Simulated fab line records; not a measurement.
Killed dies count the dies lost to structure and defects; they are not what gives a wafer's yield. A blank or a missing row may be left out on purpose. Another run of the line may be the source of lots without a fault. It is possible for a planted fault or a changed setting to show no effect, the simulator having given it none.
Which tool was responsible? -- flow gf180mcu -- 42 wafers from 14 lots sampled at 5 of the route's 602 steps

== WHAT THE GAUGES SHOWED, per wafer ==
GF_POLY_GATE_CD_MEAS_10: target cd 280 nm.
lot,measured,on,cd_nm (nm)
L909,day 9 04:19,cd_sem-01,281.8 281.5 280.9
L910,day 9 13:25,cd_sem-01,279.0 278.5 279.4
L911,day 9 18:13,cd_sem-02,280.4 279.5 280.7
L913,day 10 13:32,cd_sem-02,280.5 279.9 279.5
L916,day 11 10:35,cd_sem-02,281.3 280.5 282.7
L917,day 11 15:14,cd_sem-01,280.2 281.4 281.8
L918,day 11 21:26,cd_sem-02,278.3 279.4 279.9
L919,day 12 04:49,cd_sem-01,279.6 279.5 280.6
L920,day 12 10:04,cd_sem-02,278.7 280.0 280.4
L921,day 12 20:29,cd_sem-02,279.1 277.9 277.5
L922,day 13 00:32,cd_sem-01,278.2 277.9 278.4
L924,day 13 15:44,cd_sem-01,280.5 279.4 280.8
L925,day 13 22:30,cd_sem-01,281.6 281.1 281.1
L929,day 15 02:28,cd_sem-02,280.0 279.5 280.0

GF_HV_LDD_CD_MEAS_07: target cd 400 nm.
lot,measured,on,cd_nm (nm)
L909,day 9 22:48,cd_sem-01,399.2 400.0 397.6
L910,day 10 10:03,cd_sem-01,398.5 399.0 400.5
L911,day 10 14:10,cd_sem-01,397.5 398.3 401.5
L913,day 11 09:20,cd_sem-01,404.1 403.1 401.8
L916,day 12 08:08,cd_sem-02,397.6 395.8 398.4
L917,day 12 12:58,cd_sem-02,402.5 400.9 401.3
L918,day 12 18:47,cd_sem-01,401.2 400.3 399.6
L919,day 13 02:34,cd_sem-02,401.7 401.0 398.9
L920,day 13 08:13,cd_sem-01,398.9 399.4 398.3
L921,day 13 17:59,cd_sem-01,397.0 397.9 397.5
L922,day 13 21:41,cd_sem-02,399.8 398.4 399.0
L924,day 14 14:53,cd_sem-02,400.7 398.1 398.9
L925,day 14 20:40,cd_sem-02,400.5 399.2 397.8
L929,day 16 02:11,cd_sem-02,402.8 404.6 403.1

GF_HV_LDD_TW_MEAS_23.
lot,measured,on,HV_LDD_2_TW
L909,day 10 17:44,film_metro-01,1062 1063 1068
L910,day 11 04:21,film_metro-03,1069 1067 1062
L911,day 11 09:23,film_metro-01,1058 1052 1059
L913,day 12 04:20,film_metro-03,1063 1070 1066
L916,day 13 04:35,film_metro-03,1063 1066 1063
L917,day 13 09:33,film_metro-03,1066 1071 1071
L918,day 13 15:05,film_metro-03,1072 1068 1069
L919,day 13 23:05,film_metro-02,1062 1064 1063
L920,day 14 04:50,film_metro-03,1068 1071 1064
L921,day 14 14:34,film_metro-02,1064 1070 1071
L922,day 14 18:58,film_metro-01,1058 1054 1062
L924,day 15 12:28,film_metro-03,958 954 952
L925,day 15 19:37,film_metro-01,957 957 955
L929,day 17 01:07,film_metro-02,1082 1075 1074

GF_HV_LDD_CD_MEAS_31: target cd 400 nm.
lot,measured,on,cd_nm (nm)
L909,day 11 12:34,cd_sem-01,399.6 399.1 399.7
L910,day 11 23:14,cd_sem-02,395.8 395.6 397.0
L911,day 12 03:37,cd_sem-01,400.1 401.7 398.5
L913,day 12 23:31,cd_sem-01,402.1 404.0 401.8
L916,day 14 00:26,cd_sem-02,397.6 397.9 399.1
L917,day 14 05:08,cd_sem-02,402.6 404.4 404.1
L918,day 14 11:52,cd_sem-02,398.2 397.1 398.9
L919,day 14 19:52,cd_sem-01,398.2 398.0 400.1
L920,day 15 01:19,cd_sem-02,401.4 401.1 400.3
L921,day 15 11:02,cd_sem-02,399.6 399.8 402.0
L922,day 15 16:17,cd_sem-01,399.9 397.6 399.5
L924,day 16 09:23,cd_sem-01,396.6 397.9 397.0
L925,day 16 17:07,cd_sem-01,398.1 399.3 397.8
L929,day 18 00:41,cd_sem-01,399.0 399.0 401.8

== TOOL THAT RAN EACH LOT (tool first, then ch and the chambers of the sampled wafers, then the start) ==
lot,GF_HV_LDD_IMPLANT_21
L909,"implanter-02 ch 0, day 10 17:29"
L910,"implanter-02 ch 0, day 11 03:57"
L911,"implanter-03 ch 0, day 11 09:08"
L913,"implanter-04 ch 0, day 12 04:06"
L916,"implanter-04 ch 0, day 13 04:21"
L917,"implanter-03 ch 0, day 13 09:20"
L918,"implanter-02 ch 0, day 13 14:50"
L919,"implanter-04 ch 0, day 13 22:50"
L920,"implanter-03 ch 0, day 14 04:35"
L921,"implanter-03 ch 0, day 14 14:21"
L922,"implanter-02 ch 0, day 14 18:45"
L924,"implanter-02 ch 0, day 15 12:13"
L925,"implanter-02 ch 0, day 15 19:24"
L929,"implanter-03 ch 0, day 17 00:52"
- GF_HV_LDD_IMPLANT_21

== AS READ BY THE TOOLS THEMSELVES (means over the sampled wafers that have a number; for cases with no such wafer, the mark the record gives instead) ==
GF_HV_LDD_IMPLANT_21.
lot,tool,beam_energy_keV,beam_on_s (s),dose_ions_cm2,faraday_current_uA
L909,implanter-02,24.999,9.86,5e+13,285
L910,implanter-02,24.987,10.11,5e+13,278
L911,implanter-03,24.994,9.97,5e+13,283
L913,implanter-04,25.000,9.82,5e+13,286
L916,implanter-04,25.003,9.96,5e+13,282
L917,implanter-03,24.995,10.03,5e+13,281
L918,implanter-02,24.995,10.05,5e+13,279
L919,implanter-04,24.991,9.98,5e+13,282
L920,implanter-03,24.998,9.89,5e+13,285
L921,implanter-03,24.992,9.81,5e+13,287
L922,implanter-02,25.002,9.98,5e+13,281
L924,implanter-02,17.045,10.15,5e+13,278
L925,implanter-02,17.036,9.99,5e+13,282
L929,implanter-03,25.006,9.90,5e+13,284

== THE ANSWER, worked out from the rows above alone ==
Rule: the usual values come from the lots themselves. The widest of any qualifying gaps counts: lots, ordered by their means at a reading, are off when they make up no more than a third of the lots, leave a main group of 4 or more, and stand apart from it by 3 or more times the standard deviation of that group's means. Not used: any main group whose means are identical at the precision the tables above print for the reading. A lot without any number at a reading at which 4 lots or more have one is off too. The other lots that the step has rows for count as sound. The gauges are gone through in route order, then the tools' own readings, and for those a lot's mean is taken as printed above. At the first step where some lot is off, the reading lying furthest off is the one used; lots without a number count as furthest.
Off: at GF_HV_LDD_TW_MEAS_23 (HV_LDD_2_TW), L924, L925. Main group: mean 1066, sd 5.2.
If a tool, at a process step before that reading, ran all the lots that are off and no sound lot after the first of them, it fits. The gauges at GF_HV_LDD_TW_MEAS_23 aren't tried: what is off there is off at GF_HV_LDD_IMPLANT_21 too, on other tools, and a gauge's error can't cause that. One fits: implanter-02 at GF_HV_LDD_IMPLANT_21. A fault onset in the window from L922 (day 14 18:45, its last sound lot) to L924 (day 15 12:13, its first lot off) fits.
On the lots that are off, the tool's own readings at GF_HV_LDD_IMPLANT_21 differ by more than 5 times the standard deviation of the sound lots' means, which bears it out; beam_energy_keV reads 17.041 there versus 24.997 on the sound lots.

== WHAT HAD BEEN PUT IN BY THE SIMULATOR ==
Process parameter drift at GF_HV_LDD_IMPLANT_21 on implanter-02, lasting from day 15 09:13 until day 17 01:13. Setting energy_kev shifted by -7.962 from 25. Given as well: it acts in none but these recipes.
Shown lots that were struck: L924, L925. This agrees with what the rule above found.
